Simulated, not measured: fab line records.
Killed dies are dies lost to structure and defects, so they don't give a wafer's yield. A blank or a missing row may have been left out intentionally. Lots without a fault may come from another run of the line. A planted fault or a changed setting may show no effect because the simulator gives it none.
A lot that was struck, set against a sound lot :: flow gf180mcu :: 15 steps out of a route of 602
Sound: these wafers, L833.2, L833.3, L833.6. Struck: wafer L842.6. (L842.3 of the same lot was not struck and is left out.) The cause comes at the end.
Per side, at each step with rows, come the tool, then ch with its chambers, and then its first start. Under that, the readings that differ: sound wafers :: struck wafers :: difference of the means :: sigmas: that difference in standard deviations of wafers without a fault.
alike: a reading whose means differ by less than 2 such deviations, as well as words and numbers matching on both sides. not compared: withheld readings; readings where some wafer has no value; bounds like >300 that might hide an equal value; numbers whose values overlap and for which the record gives no deviation.
The two part at a step that has a row with sigmas, a row that says differs or no value, or rows on one side only. Numbers that don't overlap but have no deviation are shown without sigmas and don't part them. A reading missing from all wafers of one side parts the sides only when that side holds two or more wafers.

first, 4 steps without rows for these wafers: GF_V5_STRIP_18 (strips in O2/N2); GF_V5_STRIP_19 (strips in post etch residue remover, time 1200 s); GF_V5_CLEAN_20 (cleans in DIW); GF_V5_SPUTTER_21 (material Ti, target thk 15 nm, time 80.02 s).
GF_V5_SPUTTER_22: material TiN, target thk 10 nm, time 40 s.
  sound on pvd_sputter-01, day 28 23:17; struck on pvd_sputter-01, day 31 10:54
  alike: throttle_valve_pct
GF_V5_CVD_23: deposits W, target thk 350 nm, time 104.9 s.
  sound on cvd_w-01 ch 0,1, day 28 23:19; struck on cvd_w-01 ch 1, day 31 10:58
  alike: heater_power_outer_w, heater_power_w
GF_V5_RS_MEAS_24: measurement is done with a four-point probe.
  sound on film_metro-04, day 28 23:27; struck on film_metro-02, day 31 11:05
  alike: V5_W_RS
GF_V5_THK_MEAS_25: measures by xrf.
  sound on film_metro-04, day 28 23:34; struck on film_metro-02, day 31 11:11
  alike: V5_W_THK
then, 1 step without rows for these wafers: GF_V5_CMP_26 (polishes, stops on SiO2, t overpolish 15 s, target thk 0 nm).
GF_TOP_METAL_SPUTTER_00: material Ti, target thk 37.5 nm, time 150 s.
  sound on pvd_sputter-03, day 28 23:55; struck on pvd_sputter-03, day 31 11:35
  alike: throttle_valve_pct
GF_TOP_METAL_SPUTTER_01: material TiN, target thk 30 nm, time 25 s.
  sound on pvd_sputter-03, day 29 00:01; struck on pvd_sputter-03, day 31 11:41
  alike: throttle_valve_pct
then, 1 step without rows for these wafers: GF_TOP_METAL_SPUTTER_02 (material AlCu, target thk 900 nm, time 47.82 s).
GF_TOP_METAL_SPUTTER_03: material Ti, target thk 5 nm, time 3.3 s.
  sound on pvd_sputter-03, day 29 00:05; struck on pvd_sputter-03, day 31 11:46
reading: model.Ti_of_TOP_METAL_SPUTTER_03.thk_nm (nm)
sound: 4.915 4.993 5.033
struck: 9.315
difference: +4.335
sigmas: 
  alike: throttle_valve_pct
GF_TOP_METAL_SPUTTER_04: material TiN, target thk 25 nm, time 20.8 s.
  sound on pvd_sputter-03, day 29 00:06; struck on pvd_sputter-03, day 31 11:46
  alike: throttle_valve_pct
then, 1 step without rows for these wafers: GF_PASSIVATION_PROBE_99.

WHERE THEY PART
Nowhere in this record.

WHY: what had been put in by the simulator
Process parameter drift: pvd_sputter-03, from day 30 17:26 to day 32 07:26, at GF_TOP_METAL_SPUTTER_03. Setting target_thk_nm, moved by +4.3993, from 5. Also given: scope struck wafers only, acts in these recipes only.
